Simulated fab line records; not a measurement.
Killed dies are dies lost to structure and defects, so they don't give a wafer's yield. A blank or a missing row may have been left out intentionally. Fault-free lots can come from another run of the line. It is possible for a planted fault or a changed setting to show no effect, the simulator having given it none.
2 desks, one fault	flow sky130	what lay behind the numbers comes last; until then each desk has only its own

== AT THE METROLOGY DESK ==
What the gauges read for every lot (on any tool): the sampled wafers with a number, averaged. Marked OUT: a lot whose mean sits more than 4 standard deviations from the usual mean, which makes it out of limits; the brackets give that distance.
Columns: A = SONOS_ONO_OXIDATION_THK at SKY_SONOS_ONO_THK_MEAS_01, usual 2.59 nm; B = SONOS_ONO_CVD_04_THK at SKY_SONOS_ONO_THK_MEAS_05, usual 5.58 nm
lot	first seen here	A	B
L390	day 11 13:02	2.54	5.63
L391	day 11 18:29	2.65	5.70
L392	day 12 05:31	2.60	5.56
L393	day 12 19:22	2.64	5.39
L396	day 13 18:11	2.55	5.51
L401	day 15 01:59	2.60	5.62
L400	day 15 02:01	2.65	5.73
L402	day 15 13:07	2.54	5.66
L404	day 15 22:12	2.56	5.73
L405	day 16 08:17	2.55	5.55
L406	day 16 20:44	2.53	5.65
L409	day 17 21:13	2.56	5.72
L413	day 19 07:54	2.52	5.51
Result from this desk: across the 13 lots, nothing is out of limits.

== FOR THE TOOL OWNER'S DESK: wetBench-01 ==
The tool's own readings at SKY_SONOS_ONO_WET_ETCH_16 (etches SiO2 in dHF, target depth 14 nm, time 280 s): means of the sampled wafers that have a number, for each lot that ran on this tool. Marked OUT: a lot whose mean sits more than 4 standard deviations from the usual mean, which makes it out of limits; the brackets give that distance.
Columns: A = runLengthS at SKY_SONOS_ONO_WET_ETCH_16, usual 306.1 s
lot	first seen here	A
L390	day 12 17:50	307.3
L392	day 13 09:08	307.7
L400	day 16 08:59	295.3 (-4.7) OUT
L401	day 16 12:56	296.8 (-4.0) OUT
L413	day 20 16:35	306.3
This desk's finding: out of limits on L400, L401; first on L400, day 16 08:59 (runLengthS at SKY_SONOS_ONO_WET_ETCH_16). Within limits: L390, L392, L413.

== PUT TOGETHER ==
The tool owner's desk could have raised an alarm at day 16 08:59, on L400, L401.
From the metrology desk's view, nothing was out of limits.
The metrology desk holds a record of L400, L401, inside its limits.
Of the lots named, all ran SKY_SONOS_ONO_WET_ETCH_16 on wetBench-01.

== WHAT THE SIMULATOR HAD PUT IN ==
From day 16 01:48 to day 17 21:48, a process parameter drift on wetBench-01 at SKY_SONOS_ONO_WET_ETCH_16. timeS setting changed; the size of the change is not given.
Lots struck among those shown: L400, L401.
Each desk's first reading out of limits, in hours after the fault started: the tool owner's desk, 7.
